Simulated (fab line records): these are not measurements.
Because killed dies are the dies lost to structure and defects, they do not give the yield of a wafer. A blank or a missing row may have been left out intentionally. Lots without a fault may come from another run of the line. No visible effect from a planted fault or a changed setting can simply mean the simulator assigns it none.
What tool caused it? || flow sky130 || at 1 step of a route of 708, 12 lots with 36 wafers sampled

== WHAT EACH GAUGE READ, for each wafer ==
SKY_POLY_GATE_THK_MEAS_21.
{"lot": "L075", "measured": "day 16 14:46", "on": "film-metro-04", "POLY_GATE_OXIDATION_THK (nm)": "3.98 4.02 3.96"}
{"lot": "L077", "measured": "day 17 07:04", "on": "film-metro-04", "POLY_GATE_OXIDATION_THK (nm)": "4.13 4.06 4.10"}
{"lot": "L079", "measured": "day 18 11:18", "on": "film-metro-04", "POLY_GATE_OXIDATION_THK (nm)": "4.03 4.08 3.98"}
{"lot": "L081", "measured": "day 19 08:38", "on": "film-metro-03", "POLY_GATE_OXIDATION_THK (nm)": "3.97 4.01 4.00"}
{"lot": "L083", "measured": "day 20 00:03", "on": "film-metro-02", "POLY_GATE_OXIDATION_THK (nm)": "4.02 4.10 4.09"}
{"lot": "L084", "measured": "day 20 12:53", "on": "film-metro-02", "POLY_GATE_OXIDATION_THK (nm)": "4.01 3.89 3.94"}
{"lot": "L087", "measured": "day 21 14:26", "on": "film-metro-02", "POLY_GATE_OXIDATION_THK (nm)": "4.06 4.02 4.00"}
{"lot": "L089", "measured": "day 22 01:28", "on": "film-metro-03", "POLY_GATE_OXIDATION_THK (nm)": "3.96 3.96 3.94"}
{"lot": "L091", "measured": "day 22 20:10", "on": "film-metro-02", "POLY_GATE_OXIDATION_THK (nm)": "4.00 4.05 4.03"}
{"lot": "L093", "measured": "day 23 09:59", "on": "film-metro-03", "POLY_GATE_OXIDATION_THK (nm)": "4.00 4.01 3.99"}
{"lot": "L095", "measured": "day 24 04:26", "on": "film-metro-03", "POLY_GATE_OXIDATION_THK (nm)": "4.08 4.11 4.07"}
{"lot": "L097", "measured": "day 25 12:20", "on": "film-metro-04", "POLY_GATE_OXIDATION_THK (nm)": "3.97 4.02 3.94"}

== EACH LOT AND THE TOOL THAT RAN IT (in order: tool; ch and the chambers of the sampled wafers; start) ==
Record: no process step prior to these readings.

== THE ANSWER, worked out from the rows above alone ==
Rule: what is usual is taken from the lots themselves. Put in order of their means at a reading, lots are off if they are a third of the lots or fewer, leave a main group of 4 or more, and stand apart from it by a gap of 3 or more times the standard deviation of the main group's means; of several such gaps the widest counts. A main group whose means are all the same, to the digits that the tables above print for the reading, isn't used. A lot without any number at a reading at which 4 lots or more have one is off too. The other lots that the step has rows for count as sound.
None of the lots is off at any reading shown; this tells nothing.

== WHAT THE SIMULATOR HAD INSERTED ==
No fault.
